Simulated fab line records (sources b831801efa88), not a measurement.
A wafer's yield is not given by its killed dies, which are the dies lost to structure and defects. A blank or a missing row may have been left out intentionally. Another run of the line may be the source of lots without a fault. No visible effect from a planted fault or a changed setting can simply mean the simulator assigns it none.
fab line records ; flow sky130
record lots=6; wafers=17; last_day=49
route steps=708 shown LI_CONTACT@371 LOCAL_INTERCONNECT@387
lots with no fault: from the same line, run without faults
start_h: the number of hours between the record's first day and the start of the first shown wafer of the lot ; wait_h: time in hours since the lot's previous step ; " as in the row above ; L1.1+2: a single row standing in for several wafers ; - no value, or no start given ; * or withheld: withheld ; < > ~ a bound
route shown NAME@n: names a module that has steps shown in the file, with the first one's number in the route ; usual: average and standard deviation across the fault-free wafers ; same: alike in all rows ; chamber/n: place in a boat ; sites: per-site readings ; _std_site: standard deviation across them ; _edge_site: outer sites' mean less inner sites' ; radius_mm: how far each site lies from the wafer's centre ; mask NAME#n: copy n ; behind: the most recent tool/chamber to have shaped the wafer ; hold: what put the lot on hold/how long, in hours/how the hold closed ; device: the n, p or np transistor that did not switch ; end of line: the tests these same wafers got at the end of their route ; a step without rows: its recipe alone ; killed: the dies lost at the first sort to structure and to defects; this is not the yield of the wafer ; map: a wafer's dies, marking killed ones x, the rest . and places with no die _
set.NAME: the run value of the setting; set.NAME@STEP: its run value at that earlier step ; model.NAME: the simulator's own value behind a step, which no gauge read
a table for each step, a row for each wafer; lots at some steps of the route
services: the hour from which a tool's chamber was out of use, counted from the record's first day as start_h (under 0 if before that day), plus the number of hours and why
## steps
# step SKY_LI_CONTACT_EXPOSE_09
# recipe mask_id=LICM1; na=0.8; source_shape=annular; sigma_inner=0.55; sigma_outer=0.85; target_cd_nm=170; dose_mj=38
# step SKY_LI_CONTACT_PEB_10
# recipe peb_temp_c=withheld; peb_time_s=withheld; resist=KrF-thick
# step SKY_LI_CONTACT_DEVELOP_11
# recipe develop_time_s=60; resist=KrF-thick; dev_temp_c=21
# step SKY_LI_CONTACT_CD_MEAS_12
# recipe target_cd_nm=170
# usual cd_nm=169.9/1.6
lot.wafer;tool;chamber;start_h;wait_h;cd_nm
L499.1;cd_sem-02;-;680.41;-;172.0
L499.2;cd_sem-02;-;680.41;-;171.0
L499.3;cd_sem-02;-;680.41;-;169.7
L500.2;cd_sem-01;-;686.43;-;170.7
L500.4;cd_sem-01;-;686.43;-;169.7
L500.5;cd_sem-01;-;686.43;-;168.9
L505.1;cd_sem-01;-;734.81;-;169.5
L505.2;cd_sem-01;-;734.81;-;169.4
L505.6;cd_sem-01;-;734.81;-;169.8
L507.1;cd_sem-02;-;751.26;-;171.0
L507.3;cd_sem-02;-;751.26;-;169.9
L507.5;cd_sem-02;-;751.26;-;170.6
L518.3;cd_sem-01;-;828.20;-;170.3
L518.4;cd_sem-01;-;828.20;-;170.8
L518.5;cd_sem-01;-;828.20;-;169.9
L517.4;cd_sem-02;-;831.12;-;167.0
L517.6;cd_sem-02;-;831.12;-;167.4
# step SKY_LI_CONTACT_OVL_MEAS_13
# usual LI_CONTACT_OVL=-4/5.7
lot.wafer;tool;chamber;start_h;wait_h;LI_CONTACT_OVL[nm]
L499.1;overlay-02;-;680.53;0.1;3
L499.2;overlay-02;-;680.53;0.1;1
L499.3;overlay-02;-;680.53;0.1;0
L500.2;overlay-02;-;686.53;0.1;-6
L500.4;overlay-02;-;686.53;0.1;-2
L500.5;overlay-02;-;686.53;0.1;-6
L505.1;overlay-01;-;734.93;0.1;10
L505.2;overlay-01;-;734.93;0.1;12
L505.6;overlay-01;-;734.93;0.1;3
L507.1;overlay-02;-;751.38;0.1;-8
L507.3;overlay-02;-;751.38;0.1;-3
L507.5;overlay-02;-;751.38;0.1;-5
L518.3;overlay-02;-;828.29;0.1;0
L518.4;overlay-02;-;828.29;0.1;2
L518.5;overlay-02;-;828.29;0.1;1
L517.4;overlay-01;-;831.20;0.1;-1
L517.6;overlay-01;-;831.20;0.1;-5
# step SKY_LI_CONTACT_ETCH_14
# recipe chemistry=N2/H2; target=BARC; ion_energy_ev=200; source_w=500; bias_w=100; pressure_mtorr=30; n2_flow_sccm=100; h2_flow_sccm=200; stop_on=SiO2; time_s=45.9; target_depth_a=600
# step SKY_LI_CONTACT_ETCH_15
# recipe target=PSG; chemistry=C4F8/O2/Ar; stop_on=Si; taper_deg=4.15; mask_material=KrF-thick; source_w=1500; bias_w=1200; pressure_mtorr=40; c4f8_flow_sccm=withheld; O2_flow_sccm=6; Ar_flow_sccm=300; time_s=withheld; target_depth_a=6000
# usual oes_product_au=0.837/0.0045
lot.wafer;tool;chamber;start_h;wait_h;oes_product_au
L499.1;rie_diel-03;1;680.61;0.0;0.837
L499.2;rie_diel-03;2;680.61;0.0;0.837
L499.3;rie_diel-03;3;680.61;0.0;0.843
L500.2;rie_diel-04;3;686.61;0.0;0.835
L500.4;rie_diel-04;0;686.61;0.0;0.838
L500.5;rie_diel-04;1;686.61;0.0;0.837
L505.1;rie_diel-01;1;735.01;0.0;0.834
L505.2;rie_diel-01;3;735.01;0.0;0.839
L505.6;rie_diel-01;3;735.01;0.0;0.837
L507.1;rie_diel-01;2;751.46;0.0;0.838
L507.3;rie_diel-01;3;751.46;0.0;0.841
L507.5;rie_diel-01;3;751.46;0.0;0.837
L518.3;rie_diel-03;0;828.36;0.0;0.833
L518.4;rie_diel-03;1;828.36;0.0;0.837
L518.5;rie_diel-03;1;828.36;0.0;0.834
L517.4;rie_diel-03;3;831.26;0.0;0.827
L517.6;rie_diel-03;0;831.26;0.0;0.834
# step SKY_LI_CONTACT_STRIP_16
# recipe chemistry=O2/N2; power_w=1400; pressure_mtorr=1500; platen_temp_c=withheld; o2_flow_sccm=3000; n2_flow_sccm=300; overash_fraction=0.5
# usual drypump_motor_current_A=6.20/0.27; n2_flow_sccm=300.1/0.9; oes_product_au=0.374/0.0044; strip_time_to_endpoint_s=3.48/0.036
lot.wafer;tool;chamber;start_h;wait_h;drypump_motor_current_A;n2_flow_sccm;oes_product_au;rf_hours_counter_h;strip_time_to_endpoint_s
L499.1;plasma_asher-02;0;680.69;-;5.73;300.4;0.372;95;3.44
L499.2;plasma_asher-02;1;680.69;-;6.54;301.3;0.373;95;3.49
L499.3;plasma_asher-02;1;680.69;-;6.53;298.6;0.373;-;3.49
L500.2;plasma_asher-04;0;686.69;-;6.35;300.3;0.368;56;3.45
L500.4;plasma_asher-04;0;686.69;-;6.37;300.9;0.374;-;3.46
L500.5;plasma_asher-04;1;686.69;-;6.22;300.4;0.374;-;3.49
L505.1;plasma_asher-04;1;735.09;-;6.25;300.4;0.371;61;3.53
L505.2;plasma_asher-04;0;735.09;-;6.34;299.3;0.368;61;3.48
L505.6;plasma_asher-04;1;735.09;-;6.23;300.4;0.378;-;3.48
L507.1;plasma_asher-02;1;751.54;-;6.49;300.2;0.370;1;3.48
L507.3;plasma_asher-02;1;751.54;-;6.54;299.8;0.364;-;3.44
L507.5;plasma_asher-02;0;751.54;-;5.74;300.3;0.365;-;3.46
L518.3;plasma_asher-01;1;828.48;-;6.36;300.5;0.380;-;3.55
L518.4;plasma_asher-01;0;828.48;-;5.82;299.1;0.371;-;3.44
L518.5;plasma_asher-01;0;828.48;-;5.84;299.8;0.374;-;3.45
L517.4;plasma_asher-01;0;831.38;-;5.81;300.2;0.378;-;3.52
L517.6;plasma_asher-01;0;831.38;-;5.81;299.9;0.372;-;3.57
# step SKY_LI_CONTACT_CLEAN_17
# recipe chemistry=NMP; time_s=600; temp_c=60; dry=n2_spin
# step SKY_LI_CONTACT_PRE_CLEAN_18
# recipe gas=Ar; time_s=5.6; bias_v=358
# step SKY_LI_CONTACT_SPUTTER_19
# recipe material=Ti; target_thk_nm=20; chamber_pressure_pa=5; power_w=2500; substrate_temp_c=200; time_s=106.37
# usual throttle_valve_pct=30.4/1.4
lot.wafer;tool;chamber;start_h;wait_h;throttle_valve_pct
L499.1;pvd_sputter-04;-;680.99;0.0;31.7
L499.2;pvd_sputter-04;-;680.99;0.0;29.3
L499.3;pvd_sputter-04;-;680.99;0.0;33.0
L500.2;pvd_sputter-04;-;686.99;0.0;31.9
L500.4;pvd_sputter-04;-;686.99;0.0;29.3
L500.5;pvd_sputter-04;-;686.99;0.0;33.1
L505.1;pvd_sputter-01;-;735.39;0.0;29.3
L505.2;pvd_sputter-01;-;735.39;0.0;28.7
L505.6;pvd_sputter-01;-;735.39;0.0;28.4
L507.1;pvd_sputter-01;-;751.84;0.0;29.1
L507.3;pvd_sputter-01;-;751.84;0.0;28.6
L507.5;pvd_sputter-01;-;751.84;0.0;28.6
L518.3;pvd_sputter-04;-;828.75;0.0;31.8
L518.4;pvd_sputter-04;-;828.75;0.0;29.1
L518.5;pvd_sputter-04;-;828.75;0.0;29.0
L517.4;pvd_sputter-01;-;831.65;0.0;30.4
L517.6;pvd_sputter-01;-;831.65;0.0;29.2
# step SKY_LI_CONTACT_SPUTTER_20
# recipe material=TiN; target_thk_nm=20; chamber_pressure_pa=5; power_w=4000; time_s=80
# usual throttle_valve_pct=30.4/1.4
lot.wafer;tool;chamber;start_h;wait_h;throttle_valve_pct
L499.1;pvd_sputter-04;-;681.06;0.0;31.9
L499.2;pvd_sputter-04;-;681.06;0.0;29.1
L499.3;pvd_sputter-04;-;681.06;0.0;33.4
L500.2;pvd_sputter-04;-;687.06;0.0;31.9
L500.4;pvd_sputter-04;-;687.06;0.0;29.3
L500.5;pvd_sputter-04;-;687.06;0.0;33.2
L505.1;pvd_sputter-01;-;735.46;0.0;29.5
L505.2;pvd_sputter-01;-;735.46;0.0;28.4
L505.6;pvd_sputter-01;-;735.46;0.0;28.8
L507.1;pvd_sputter-01;-;751.91;0.0;29.1
L507.3;pvd_sputter-01;-;751.91;0.0;28.9
L507.5;pvd_sputter-01;-;751.91;0.0;29.2
L518.3;pvd_sputter-04;-;828.83;0.0;32.2
L518.4;pvd_sputter-04;-;828.83;0.0;29.3
L518.5;pvd_sputter-04;-;828.83;0.0;29.3
L517.4;pvd_sputter-01;-;831.73;0.0;29.9
L517.6;pvd_sputter-01;-;831.73;0.0;28.9
# step SKY_LI_CONTACT_CVD_21
# recipe material=W; target_thk_nm=400; time_s=120.56; temp_c=400; pressure_torr=40
# usual chamber_pressure_Torr=40.01/0.096; heater_power_w=798/75
lot.wafer;tool;chamber;start_h;wait_h;chamber_pressure_Torr;heater_power_w;model.W_of_LI_CONTACT_CVD_21.thk_nm
L499.1;cvd_w-02;1;681.12;0.0;39.97;854;399.3
L499.2;cvd_w-02;0;681.12;0.0;40.19;847;400.9
L499.3;cvd_w-02;1;681.12;0.0;39.84;831;403.6
L500.2;cvd_w-01;1;687.12;0.0;40.18;782;390.8
L500.4;cvd_w-01;1;687.12;0.0;40.10;816;395.5
L500.5;cvd_w-01;0;687.12;0.0;40.01;670;399.3
L505.1;cvd_w-01;1;735.52;0.0;40.05;791;409.6
L505.2;cvd_w-01;0;735.52;0.0;40.03;670;401.9
L505.6;cvd_w-01;0;735.52;0.0;40.05;684;401.4
L507.1;cvd_w-01;1;751.97;0.0;39.98;801;402.7
L507.3;cvd_w-01;1;751.97;0.0;39.92;783;406.4
L507.5;cvd_w-01;0;751.97;0.0;40.14;667;403.1
L518.3;cvd_w-02;1;828.97;0.1;39.96;862;402.6
L518.4;cvd_w-02;1;828.97;0.1;39.97;855;540.2
L518.5;cvd_w-02;1;828.97;0.1;40.01;885;397.5
L517.4;cvd_w-02;1;831.92;0.2;40.07;845;538.5
L517.6;cvd_w-02;1;831.92;0.2;39.96;835;539.4
# step SKY_LI_CONTACT_RS_MEAS_22
# recipe thk_meas_gauge=four-point-probe; reads=W_of_LI_CONTACT_CVD_21+TiN_of_LI_CONTACT_SPUTTER_20+Ti_of_LI_CONTACT_SPUTTER_19
# usual LI_CONTACT_W_RS=0.2846/0.0027
lot.wafer;tool;chamber;start_h;wait_h;LI_CONTACT_W_RS[ohm/sq]
L499.1;film_metro-03;-;681.25;0.1;0.2858
L499.2;film_metro-03;-;681.25;0.1;0.2847
L499.3;film_metro-03;-;681.25;0.1;0.2826
L500.2;film_metro-04;-;687.27;0.1;0.2914
L500.4;film_metro-04;-;687.27;0.1;0.2881
L500.5;film_metro-04;-;687.27;0.1;0.2845
L505.1;film_metro-03;-;735.65;0.1;0.2790
L505.2;film_metro-03;-;735.65;0.1;0.2837
L505.6;film_metro-03;-;735.65;0.1;0.2839
L507.1;film_metro-03;-;752.10;0.1;0.2832
L507.3;film_metro-03;-;752.10;0.1;0.2807
L507.5;film_metro-03;-;752.10;0.1;0.2827
L518.3;film_metro-04;-;829.18;0.2;0.2828
L518.4;film_metro-04;-;829.18;0.2;0.2108
L518.5;film_metro-04;-;829.18;0.2;0.2865
L517.4;film_metro-04;-;832.10;0.1;0.2115
L517.6;film_metro-04;-;832.10;0.1;0.2108
# step SKY_LI_CONTACT_THK_MEAS_23
# recipe thk_meas_gauge=xrf; reads=W_of_LI_CONTACT_CVD_21
# usual LI_CONTACT_W_THK=400/4.7
lot.wafer;tool;chamber;start_h;wait_h;LI_CONTACT_W_THK[nm]
L499.1;film_metro-03;-;681.37;0.1;402
L499.2;film_metro-03;-;681.37;0.1;406
L499.3;film_metro-03;-;681.37;0.1;409
L500.2;film_metro-04;-;687.38;0.1;395
L500.4;film_metro-04;-;687.38;0.1;399
L500.5;film_metro-04;-;687.38;0.1;402
L505.1;film_metro-03;-;735.77;0.1;410
L505.2;film_metro-03;-;735.77;0.1;399
L505.6;film_metro-03;-;735.77;0.1;401
L507.1;film_metro-03;-;752.22;0.1;402
L507.3;film_metro-03;-;752.22;0.1;408
L507.5;film_metro-03;-;752.22;0.1;401
L518.3;film_metro-04;-;829.28;0.1;404
L518.4;film_metro-04;-;829.28;0.1;539
L518.5;film_metro-04;-;829.28;0.1;396
L517.4;film_metro-04;-;832.19;0.1;538
L517.6;film_metro-04;-;832.19;0.1;538
# step SKY_LI_CONTACT_CMP_24
# recipe stop_on=PSG; t_overpolish_s=20; down_force_psi=3.5; platen_rpm=60; target_thk_nm=0; pad_velocity_m_s=0.94248
# usual edge_zone_pressure_frac=1.000/0.0047; head_pressure_psi=3.497/0.0083; motor_current_A=11.1/1.3; time_to_endpoint_s=97.9/2.8
lot.wafer;tool;chamber;start_h;wait_h;edge_zone_pressure_frac;head_pressure_psi;motor_current_A;time_to_endpoint_s
L499.2;cmp-01;3;681.48;0.1;0.994;3.492;11.9;91.8
L499.3;cmp-01;0;681.48;0.1;1.002;3.490;11.9;98.0
L499.1;cmp-01;1;681.48;0.1;1.002;3.488;11.6;95.8
L500.2;cmp-02;2;687.43;0.0;1.008;3.496;13.1;99.0
L500.4;cmp-02;3;687.43;0.0;0.998;3.483;9.2;100.6
L500.5;cmp-02;2;687.43;0.0;0.999;3.482;12.4;99.7
L505.2;cmp-02;3;735.93;0.1;1.003;3.498;9.7;105.6
L505.1;cmp-02;0;735.93;0.1;1.000;3.495;10.8;101.1
L505.6;cmp-02;2;735.93;0.1;1.008;3.506;12.7;105.5
L507.1;cmp-01;3;752.33;0.1;1.000;3.500;12.3;97.8
L507.3;cmp-01;0;752.33;0.1;1.007;3.481;11.7;102.1
L507.5;cmp-01;2;752.33;0.1;0.998;3.494;9.0;101.2
L518.3;cmp-02;1;829.42;0.1;1.004;3.499;10.6;98.7
L518.4;cmp-02;2;829.42;0.1;0.997;3.509;12.3;130.0
L518.5;cmp-02;3;829.42;0.1;0.994;3.497;9.5;97.0
L517.4;cmp-01;0;832.22;0.0;0.993;3.493;11.1;135.9
L517.6;cmp-01;0;832.22;0.0;1.000;3.489;11.5;129.4
# step SKY_LOCAL_INTERCONNECT_SPUTTER_00
# recipe material=TiN; target_thk_nm=100; temp_c=300; power_w=6500; time_s=83.3; chamber_pressure_pa=0.4
# usual throttle_valve_pct=30.7/1.2
lot.wafer;tool;chamber;start_h;wait_h;throttle_valve_pct
L499.1;pvd_sputter-04;-;681.73;0.1;32.9
L499.2;pvd_sputter-04;-;681.73;0.1;29.2
L499.3;pvd_sputter-04;-;681.73;0.1;29.1
L500.2;pvd_sputter-04;-;687.73;0.2;33.2
L500.4;pvd_sputter-04;-;687.73;0.2;32.0
L500.5;pvd_sputter-04;-;687.73;0.2;33.0
L505.1;pvd_sputter-02;-;736.13;0.1;29.5
L505.2;pvd_sputter-02;-;736.13;0.1;30.9
L505.6;pvd_sputter-02;-;736.13;0.1;30.9
L507.1;pvd_sputter-04;-;752.58;0.2;33.0
L507.3;pvd_sputter-04;-;752.58;0.2;28.9
L507.5;pvd_sputter-04;-;752.58;0.2;33.2
L518.3;pvd_sputter-03;-;829.62;0.1;31.0
L518.4;pvd_sputter-03;-;829.62;0.1;29.9
L518.5;pvd_sputter-03;-;829.62;0.1;29.6
L517.4;pvd_sputter-02;-;832.52;0.2;29.4
L517.6;pvd_sputter-02;-;832.52;0.2;31.2
## services
tool;chamber;start_h;hours;kind
pvd_sputter-01;-;664.40;5.0;repair
cvd_w-02;-;672.68;3.0;repair
cmp-02;-;675.39;5.4;repair
cmp-02;-;683.23;1.7;repair
rie_diel-03;1;687.39;13.2;repair
rie_diel-03;2;688.94;3.4;repair
rie_diel-01;2;696.69;9.1;repair
rie_diel-01;1;698.34;2.0;repair
rie_diel-03;0;722.62;4.6;repair
cvd_w-01;-;726.75;3.4;repair
cmp-02;-;730.19;0.9;repair
cvd_w-01;0;743.82;3.3;repair
cmp-02;-;744.00;4.0;pm
cmp-02;-;751.82;7.6;pm
rie_diel-03;-;764.97;38.8;repair
pvd_sputter-01;-;765.70;12.3;repair
rie_diel-03;2;774.71;6.1;repair
cvd_w-01;-;775.39;1.0;repair
pvd_sputter-01;-;781.16;50.1;repair
cmp-01;-;786.15;4.3;repair
pvd_sputter-01;-;812.53;1.7;repair
rie_diel-03;-;819.74;2.8;pm
cvd_w-02;0;824.55;8.5;repair
cmp-01;-;826.63;3.8;pm
## key
first_sign step=SKY_LI_CONTACT_RS_MEAS_22; reading=LI_CONTACT_W_RS; direction=down; sigmas=27; usual=0.2846; struck=0.2110
effect step=SKY_LI_CONTACT_THK_MEAS_23; reading=LI_CONTACT_W_THK; direction=up; sigmas=29; usual=400; struck=538
effect step=SKY_LI_CONTACT_CMP_24; reading=time_to_endpoint_s; direction=up; sigmas=12; usual=*; struck=*
model_effect step=SKY_LI_CONTACT_CVD_21; value=W_of_LI_CONTACT_CVD_21.thk_nm; without=399.5; struck=539.4
met_at SKY_LI_CONTACT_CVD_21
struck_wafers L517.4,L517.6,L518.4
tester_left_out L517,L518
onset_between 681.12 828.97
fault kind=process_parameter_drift; tool=cvd_w-02; chamber=-; onset_h=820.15; steps=SKY_LI_CONTACT_CVD_21; channel=target_thk_nm; offset=139.87; shape=step; end_h=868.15; scope=struck_wafers_only; acts_in=these_recipes_only; stated=400
# tester_left_out: of these lots the tester's yield and bins aren't shown, on N5 and GAA mostly nor the transistor test; their killed dies are dies lost to structure and defects alone, not to doping, threshold or leakage, so they don't give the yield
